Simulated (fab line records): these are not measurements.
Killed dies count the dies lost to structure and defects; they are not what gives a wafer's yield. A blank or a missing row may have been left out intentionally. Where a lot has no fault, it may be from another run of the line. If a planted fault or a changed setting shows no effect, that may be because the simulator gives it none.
fab line records + flow sky130
record
- lots=11
- wafers=33
- last-day=50
route steps=708 shown METAL5@661 PASSIVATION@693 PAD_OPEN@708
lots untouched by any fault: they come from a run of this same line in which no faults occurred
start-h: start of the lot's first displayed wafer, in hours after the record's first day + wait-h: how many hours have passed since the lot's step before this one + " unchanged from the row above + L1.1+2: several wafers, shown together as one row + - value missing, or start not given + * or withheld: withheld + < > ~ a bound
route shown NAME@n: a module of which the file shows steps, and the number in the route of the first + usual: mean/standard deviation taken from wafers without a fault + same: alike in all rows + chamber/n: place in a boat + sites: per-site readings + _std_site: their standard deviation + _edge_site: mean of outer sites minus mean of inner sites + radius-mm: how far each site lies from the wafer's centre + mask NAME#n: copy n + behind: the last tool/chamber to shape the wafer + hold: cause of the lot's hold/its duration in hours/its outcome + device: whichever transistor did not switch (one of n, p or np) + end of line: the same wafers' tests at the end of the route + a step with no rows: only its recipe + killed: count of dies lost to structure and defects at first sort (not the wafer's yield) + map: per-die view of a wafer (x killed, . not killed, _ where there is no die)
set.NAME: setting as actually run; set.NAME@STEP: the setting as run at that earlier step + model.NAME: the simulator's own value behind a step, which no gauge read
steps of the route over a sample of lots; a table a step, a row a wafer
services: from which hour (start-h, from the record's first day; less than 0 if before it) a tool's chamber was out of use, for how many hours, and why
## steps
# step SKY_METAL5_SPUTTER_00
# recipe
- material=Ti
- target-thk-nm=15
- power-w=3000
- time-s=10
- chamber-pressure-pa=0.4
# usual
- chamber-pressure-pa=0.3998/0.00079
- throttle-valve-pct=30.0/1.4
| lot.wafer | tool           | chamber | start-h | wait-h | chamber-pressure-pa | throttle-valve-pct |
|-----------|----------------|---------|---------|--------|---------------------|--------------------|
| L144.1    | pvd-sputter-03 | -       | 989.55  | 0.1    | 0.4009              | 32.2               |
| L144.3    | "              | -       | "       | "      | 0.3999              | 30.0               |
| L144.5    | "              | -       | "       | "      | 0.3994              | 30.0               |
| L145.2    | pvd-sputter-02 | -       | 995.47  | 0.2    | 0.3993              | 30.4               |
| L145.5    | "              | -       | "       | "      | 0.3998              | 28.6               |
| L145.6    | "              | -       | "       | "      | 0.3987              | 30.0               |
| L146.1    | pvd-sputter-03 | -       | 1011.68 | 0.1    | 0.3991              | 28.1               |
| L146.4    | "              | -       | "       | "      | 0.4000              | 28.0               |
| L146.5    | "              | -       | "       | "      | 0.3994              | 28.0               |
| L147.2    | pvd-sputter-02 | -       | 1022.58 | 0.2    | 0.3985              | 30.5               |
| L147.4    | "              | -       | "       | "      | 0.3987              | 28.4               |
| L147.5    | "              | -       | "       | "      | 0.4002              | 29.7               |
| L151.1    | pvd-sputter-02 | -       | 1048.79 | 0.1    | 0.4001              | 32.8               |
| L151.2    | "              | -       | "       | "      | 0.3998              | 28.8               |
| L151.5    | "              | -       | "       | "      | 0.4002              | 29.4               |
| L156.1    | pvd-sputter-02 | -       | 1070.27 | 0.1    | 0.3996              | 30.3               |
| L156.3    | "              | -       | "       | "      | 0.3996              | 29.4               |
| L156.5    | "              | -       | "       | "      | 0.4012              | 28.6               |
| L159.2    | pvd-sputter-03 | -       | 1093.88 | 0.2    | 0.4001              | 28.0               |
| L159.5    | "              | -       | "       | "      | 0.4003              | 28.1               |
| L159.6    | "              | -       | "       | "      | 0.4003              | 28.2               |
| L164.1    | pvd-sputter-01 | -       | 1142.12 | 0.2    | 0.3993              | 30.3               |
| L164.3    | "              | -       | "       | "      | 0.4000              | 30.1               |
| L164.4    | "              | -       | "       | "      | 0.4004              | 31.4               |
| L163.4    | pvd-sputter-02 | -       | 1143.98 | 0.3    | 0.4011              | 28.7               |
| L163.5    | "              | -       | "       | "      | 0.3999              | 30.4               |
| L163.6    | "              | -       | "       | "      | 0.3994              | 29.4               |
| L162.2    | pvd-sputter-03 | -       | 1145.92 | 0.2    | 0.3990              | 28.1               |
| L162.4    | "              | -       | "       | "      | 0.3987              | 28.3               |
| L162.5    | "              | -       | "       | "      | 0.3995              | 28.3               |
| L167.4    | pvd-sputter-01 | -       | 1149.39 | 0.3    | 0.4008              | 30.1               |
| L167.5    | "              | -       | "       | "      | 0.3990              | 31.8               |
| L167.6    | "              | -       | "       | "      | 0.4004              | 30.2               |
# step SKY_METAL5_SPUTTER_01
# recipe
- material=TiN
- target-thk-nm=20
- power-w=6500
- time-s=16.7
- chamber-pressure-pa=0.4
# usual
- chamber-pressure-pa=0.4000/0.00083
- throttle-valve-pct=29.9/1.4
| lot.wafer | tool           | chamber | start-h | wait-h | chamber-pressure-pa | throttle-valve-pct |
|-----------|----------------|---------|---------|--------|---------------------|--------------------|
| L144.1    | pvd-sputter-03 | -       | 989.58  | 0.0    | 0.4004              | 32.2               |
| L144.3    | "              | -       | "       | "      | 0.4011              | 29.8               |
| L144.5    | "              | -       | "       | "      | 0.3985              | 29.9               |
| L145.2    | pvd-sputter-02 | -       | 995.49  | 0.0    | 0.3996              | 30.5               |
| L145.5    | "              | -       | "       | "      | 0.4007              | 29.0               |
| L145.6    | "              | -       | "       | "      | 0.3987              | 30.1               |
| L146.1    | pvd-sputter-03 | -       | 1011.70 | 0.0    | 0.4000              | 28.2               |
| L146.4    | "              | -       | "       | "      | 0.3997              | 28.0               |
| L146.5    | "              | -       | "       | "      | 0.3997              | 28.3               |
| L147.2    | pvd-sputter-02 | -       | 1022.60 | 0.0    | 0.4007              | 30.2               |
| L147.4    | "              | -       | "       | "      | 0.4010              | 28.5               |
| L147.5    | "              | -       | "       | "      | 0.4003              | 29.4               |
| L151.1    | pvd-sputter-02 | -       | 1048.81 | 0.0    | 0.4010              | 32.5               |
| L151.2    | "              | -       | "       | "      | 0.3996              | 28.8               |
| L151.5    | "              | -       | "       | "      | 0.4004              | 29.5               |
| L156.1    | pvd-sputter-02 | -       | 1070.30 | 0.0    | 0.3997              | 30.2               |
| L156.3    | "              | -       | "       | "      | 0.4000              | 29.3               |
| L156.5    | "              | -       | "       | "      | 0.4022              | 28.9               |
| L159.2    | pvd-sputter-03 | -       | 1093.90 | 0.0    | 0.4011              | 28.1               |
| L159.5    | "              | -       | "       | "      | 0.3997              | 28.0               |
| L159.6    | "              | -       | "       | "      | 0.4006              | 28.1               |
| L164.1    | pvd-sputter-01 | -       | 1142.14 | 0.0    | 0.4007              | 30.2               |
| L164.3    | "              | -       | "       | "      | 0.3986              | 30.1               |
| L164.4    | "              | -       | "       | "      | 0.4004              | 31.2               |
| L163.4    | pvd-sputter-02 | -       | 1144.01 | 0.0    | 0.3991              | 29.0               |
| L163.5    | "              | -       | "       | "      | 0.3996              | 30.3               |
| L163.6    | "              | -       | "       | "      | 0.3999              | 29.5               |
| L162.2    | pvd-sputter-03 | -       | 1145.95 | 0.0    | 0.4009              | 28.0               |
| L162.4    | "              | -       | "       | "      | 0.3997              | 28.0               |
| L162.5    | "              | -       | "       | "      | 0.3997              | 28.2               |
| L167.4    | pvd-sputter-01 | -       | 1149.41 | 0.0    | 0.3988              | 30.4               |
| L167.5    | "              | -       | "       | "      | 0.3994              | 31.2               |
| L167.6    | "              | -       | "       | "      | 0.4003              | 30.1               |
# step SKY_METAL5_SPUTTER_04
# recipe
- material=TiN
- target-thk-nm=70
- power-w=6500
- time-s=58.3
- chamber-pressure-pa=0.4
# usual
- chamber-pressure-pa=0.4000/0.00082
- throttle-valve-pct=29.9/1.4
| lot.wafer | tool           | chamber | start-h | wait-h | chamber-pressure-pa | throttle-valve-pct |
|-----------|----------------|---------|---------|--------|---------------------|--------------------|
| L144.1    | pvd-sputter-03 | -       | 989.67  | 0.0    | 0.3988              | 32.2               |
| L144.3    | "              | -       | "       | "      | 0.3993              | 29.8               |
| L144.5    | "              | -       | "       | "      | 0.4011              | 29.9               |
| L145.2    | pvd-sputter-02 | -       | 995.59  | 0.0    | 0.3999              | 30.5               |
| L145.5    | "              | -       | "       | "      | 0.4002              | 28.9               |
| L145.6    | "              | -       | "       | "      | 0.4005              | 30.3               |
| L146.1    | pvd-sputter-03 | -       | 1011.80 | 0.0    | 0.4000              | 28.0               |
| L146.4    | "              | -       | "       | "      | 0.4000              | 28.3               |
| L146.5    | "              | -       | "       | "      | 0.3999              | 28.1               |
| L147.2    | pvd-sputter-02 | -       | 1022.70 | 0.0    | 0.4000              | 30.4               |
| L147.4    | "              | -       | "       | "      | 0.3994              | 28.7               |
| L147.5    | "              | -       | "       | "      | 0.4007              | 29.2               |
| L151.1    | pvd-sputter-02 | -       | 1048.91 | 0.0    | 0.3994              | 32.4               |
| L151.2    | "              | -       | "       | "      | 0.4013              | 28.6               |
| L151.5    | "              | -       | "       | "      | 0.3999              | 29.4               |
| L156.1    | pvd-sputter-02 | -       | 1070.39 | 0.0    | 0.4004              | 30.4               |
| L156.3    | "              | -       | "       | "      | 0.4007              | 29.4               |
| L156.5    | "              | -       | "       | "      | 0.3992              | 28.6               |
| L159.2    | pvd-sputter-03 | -       | 1094.00 | 0.0    | 0.3991              | 28.3               |
| L159.5    | "              | -       | "       | "      | 0.3998              | 28.1               |
| L159.6    | "              | -       | "       | "      | 0.4007              | 28.0               |
| L164.1    | pvd-sputter-01 | -       | 1142.24 | 0.0    | 0.4003              | 30.3               |
| L164.3    | "              | -       | "       | "      | 0.4003              | 30.1               |
| L164.4    | "              | -       | "       | "      | 0.4002              | 31.4               |
| L163.4    | pvd-sputter-02 | -       | 1144.11 | 0.0    | 0.4007              | 28.6               |
| L163.5    | "              | -       | "       | "      | 0.4013              | 30.6               |
| L163.6    | "              | -       | "       | "      | 0.4008              | 29.4               |
| L162.2    | pvd-sputter-03 | -       | 1146.04 | 0.0    | 0.4010              | 28.2               |
| L162.4    | "              | -       | "       | "      | 0.3989              | 28.0               |
| L162.5    | "              | -       | "       | "      | 0.3998              | 28.3               |
| L167.4    | pvd-sputter-01 | -       | 1149.52 | 0.0    | 0.4003              | 30.4               |
| L167.5    | "              | -       | "       | "      | 0.3991              | 31.5               |
| L167.6    | "              | -       | "       | "      | 0.4000              | 29.9               |
# step SKY_PASSIVATION_STRIP_12
# recipe
- chemistry=O2/N2
- power-w=1400
- pressure-mtorr=1500
- platen-temp-c=withheld
- overash-fraction=0.7
- o2-flow-sccm=3000
- n2-flow-sccm=300
# usual
- drypump-motor-current-A=5.9/0.36
- n2-flow-sccm=300.1/0.95
- oes-product-au=0.661/0.0043
- strip-time-to-endpoint-s=31.50/0.1
| lot.wafer | tool            | chamber | start-h | wait-h | drypump-motor-current-A | n2-flow-sccm | oes-product-au | rf-hours-counter-h | strip-time-to-endpoint-s |
|-----------|-----------------|---------|---------|--------|-------------------------|--------------|----------------|--------------------|--------------------------|
| L144.1    | plasma-asher-04 | 0       | 1035.80 | 0.1    | 6.2                     | 301.2        | 0.658          | 92                 | 31.52                    |
| L144.3    | "               | 1       | "       | "      | 5.8                     | 299.9        | 0.663          | -                  | 31.56                    |
| L144.5    | "               | 0       | "       | "      | 6.3                     | 300.0        | 0.662          | -                  | 31.48                    |
| L145.2    | plasma-asher-04 | 1       | 1040.70 | 0.1    | 5.8                     | 300.3        | 0.658          | 93                 | 31.38                    |
| L145.5    | "               | 1       | "       | "      | 5.8                     | 299.3        | 0.662          | -                  | 31.41                    |
| L145.6    | "               | 0       | "       | "      | 6.2                     | 299.0        | 0.658          | -                  | 31.42                    |
| L146.1    | plasma-asher-04 | 0       | 1054.90 | 0.1    | 6.3                     | 300.7        | 0.659          | 94                 | 31.56                    |
| L146.4    | "               | 0       | "       | "      | 6.3                     | 299.5        | 0.655          | -                  | 31.59                    |
| L146.5    | "               | 1       | "       | "      | 5.8                     | 301.0        | 0.660          | -                  | 31.56                    |
| L147.2    | plasma-asher-02 | 1       | 1065.90 | 0.1    | 5.7                     | 299.7        | 0.667          | 33                 | 31.55                    |
| L147.4    | "               | 0       | "       | "      | 6.0                     | 298.6        | 0.660          | -                  | 31.62                    |
| L147.5    | "               | 0       | "       | "      | 6.0                     | 298.6        | 0.664          | -                  | 31.72                    |
| L151.1    | plasma-asher-02 | 1       | 1090.10 | 0.1    | 5.7                     | 301.3        | 0.653          | 35                 | 31.41                    |
| L151.2    | "               | 0       | "       | "      | 6.1                     | 299.3        | 0.654          | 35                 | 31.52                    |
| L151.5    | "               | 1       | "       | "      | 5.7                     | 301.4        | 0.656          | -                  | 31.38                    |
| L156.1    | plasma-asher-04 | 0       | 1111.55 | 0.1    | 6.3                     | 302.4        | 0.660          | 100                | 31.48                    |
| L156.3    | "               | 0       | "       | "      | 6.3                     | 300.7        | 0.655          | -                  | 31.53                    |
| L156.5    | "               | 1       | "       | "      | 5.8                     | 300.0        | 0.662          | -                  | 31.60                    |
| L159.2    | plasma-asher-03 | 0       | 1133.95 | 0.1    | 5.0                     | 300.7        | 0.662          | 68                 | 31.57                    |
| L159.5    | "               | 1       | "       | "      | 6.1                     | 301.4        | 0.664          | -                  | 31.53                    |
| L159.6    | "               | 0       | "       | "      | 5.0                     | 301.5        | 0.663          | -                  | 31.68                    |
| L164.1    | plasma-asher-03 | 1       | 1176.05 | 0.1    | 6.0                     | 299.3        | 0.658          | 71                 | 31.45                    |
| L164.3    | "               | 0       | "       | "      | 4.9                     | 300.5        | 0.663          | -                  | 31.57                    |
| L164.4    | "               | 1       | "       | "      | 6.1                     | 299.4        | 0.654          | -                  | 31.59                    |
| L163.4    | plasma-asher-02 | 0       | 1177.24 | 0.1    | 6.0                     | 300.0        | 0.662          | -                  | 31.27                    |
| L163.5    | "               | 1       | "       | "      | 5.7                     | 299.9        | 0.666          | -                  | 31.37                    |
| L163.6    | "               | 0       | "       | "      | 6.1                     | 301.3        | 0.663          | -                  | 31.52                    |
| L162.2    | plasma-asher-03 | 1       | 1180.40 | 0.1    | 6.1                     | 301.2        | 0.668          | 72                 | 31.51                    |
| L162.4    | "               | 1       | "       | "      | 6.1                     | 299.8        | 0.660          | -                  | 31.39                    |
| L162.5    | "               | 0       | "       | "      | 5.0                     | 301.7        | 0.660          | -                  | 31.43                    |
| L167.4    | plasma-asher-03 | 1       | 1183.73 | 0.1    | 6.1                     | 300.9        | 0.670          | -                  | 31.52                    |
| L167.5    | "               | 1       | "       | "      | 6.1                     | 299.9        | 0.659          | -                  | 31.52                    |
| L167.6    | "               | 0       | "       | "      | 5.0                     | 300.7        | 0.658          | -                  | 31.39                    |
# step SKY_PAD_OPEN_PROBE_99
# usual
- defect-limited-yield=82.6/2
- killed_at_M0_to_M3=43/7.3
- killed_at_M4_up=3.1/1.7
- killed-at-contacts=24/4.7
- killed-at-front-end=15/4.6
- killed-at-other=0.3/0.55
- killed-dies=86/9.7
- killed-open=47/6.7
- killed-short=39/6.5
- sort_bin_3_pad_short=0.9/0.41
- sort_bin_5_function=10.3/1.5
- sort_bin_6_memory=6.2/1.1
- sort-n-pass=406/9.7
- sort-yield-pct=82.6/2
# same
- gross-dies=492
- killed-at-back-side=0
- sort_bin_4_leakage[%]=0
- sort_bin_8_speed[%]=0
| lot.wafer | tool      | chamber | start-h | wait-h | defect-limited-yield[%] | killed_at_M0_to_M3 | killed_at_M4_up | killed-at-contacts | killed-at-front-end | killed-at-other | killed-dies | killed-open | killed-short | sort_bin_3_pad_short[%] | sort_bin_5_function[%] | sort_bin_6_memory[%] | sort-n-pass | sort-yield-pct[%] |
|-----------|-----------|---------|---------|--------|-------------------------|--------------------|-----------------|--------------------|---------------------|-----------------|-------------|-------------|--------------|-------------------------|------------------------|----------------------|-------------|-------------------|
| L156.1    | prober-02 | -       | 1133.11 | 0.1    | 75.6                    | 34                 | 61              | 15                 | 10                  | 0               | 120         | 35          | 25           | 3.0                     | 16.5                   | 4.9                  | 372         | 75.6              |
| L156.3    | prober-02 | -       | 1133.21 | 0.2    | 83.1                    | 52                 | 1               | 21                 | 9                   | 0               | 83          | 44          | 39           | 1.0                     | 10.6                   | 5.3                  | 409         | 83.1              |
| L156.5    | prober-02 | -       | 1133.31 | 0.2    | 80.3                    | 52                 | 2               | 29                 | 14                  | 0               | 97          | 51          | 46           | 1.0                     | 11.4                   | 7.3                  | 395         | 80.3              |
# killed by level:class
L156.1 METAL5:unspecified=60 VIA1:geometric-particle:open=11 CONTACT:geometric-particle:open=7 POLY_GATE:geometric-particle:open=5 VIA3:geometric-particle:open=4 LOCAL_INTERCONNECT:geometric-particle:short=4 METAL2:geometric-particle:short=4 VIA3:geometric-particle:short=4
L156.3 METAL2:geometric-particle:short=10 VIA1:geometric-particle:open=9 VIA3:geometric-particle:open=9 CONTACT:geometric-particle:open=7 METAL1:geometric-particle:short=7 LI_CONTACT:geometric-particle:open=6 VIA1:geometric-particle:short=6 CONTACT:geometric-particle:short=5
L156.5 LI_CONTACT:geometric-particle:open=11 METAL1:geometric-particle:short=10 METAL2:geometric-particle:short=8 VIA2:geometric-particle:open=8 CONTACT:geometric-particle:open=7 VIA3:geometric-particle:open=6 VIA1:geometric-particle:open=5 POLY_GATE:geometric-particle:short=4
## services
| tool            | chamber | start-h | hours | kind                   |
|-----------------|---------|---------|-------|------------------------|
| pvd-sputter-02  | -       | 973.16  | 1.4   | repair                 |
| pvd-sputter-03  | 0       | 989.72  | -     | consumable-replace:kit |
| pvd-sputter-03  | 0       | 989.72  | 18.0  | scheduled-down         |
| pvd-sputter-03  | 0       | 989.72  | 18.0  | vent-cycle             |
| pvd-sputter-03  | 3       | 1082.85 | -     | consumable-replace:kit |
| pvd-sputter-03  | 3       | 1082.85 | 18.0  | scheduled-down         |
| pvd-sputter-03  | 3       | 1082.85 | 18.0  | vent-cycle             |
| pvd-sputter-03  | -       | 1096.05 | 2.5   | repair                 |
| pvd-sputter-01  | -       | 1105.23 | 4.9   | repair                 |
| pvd-sputter-02  | 3       | 1130.21 | -     | consumable-replace:kit |
| pvd-sputter-02  | 3       | 1130.21 | 18.0  | scheduled-down         |
| pvd-sputter-02  | 3       | 1130.21 | 18.0  | vent-cycle             |
| pvd-sputter-01  | 3       | 1146.78 | -     | consumable-replace:kit |
| pvd-sputter-01  | 3       | 1146.78 | 18.0  | scheduled-down         |
| pvd-sputter-01  | 3       | 1146.78 | 18.0  | vent-cycle             |
| plasma-asher-03 | -       | 1170.77 | 2.8   | pm                     |
| pvd-sputter-01  | 2       | 1171.13 | -     | consumable-replace:kit |
| pvd-sputter-01  | 2       | 1171.13 | 18.0  | scheduled-down         |
| pvd-sputter-01  | 2       | 1171.13 | 18.0  | vent-cycle             |
## key
first-sign
- step=SKY_PAD_OPEN_PROBE_99
- reading=killed_at_M4_up
- direction=up
- sigmas=33
- usual=3.1
- struck=61
effect
- step=SKY_PAD_OPEN_PROBE_99
- reading=sort_bin_3_pad_short
- direction=up
- sigmas=5.3
- usual=0.9
- struck=3.0
met-at SKY_METAL5_SPUTTER_00
struck-lots L156
struck-wafers L156.1
not-acting-at SKY_METAL5_SPUTTER_01,SKY_METAL5_SPUTTER_04,SKY_PASSIVATION_STRIP_12
onset-between 1022.58 1070.27
fault
- kind=chamber-particle-source
- tool=pvd-sputter-02
- chamber=-
- onset-h=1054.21
- steps=SKY_METAL5_SPUTTER_00
- rate-per-visit-cm2=0.98653
- end-h=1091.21
- scope=struck-wafers-only
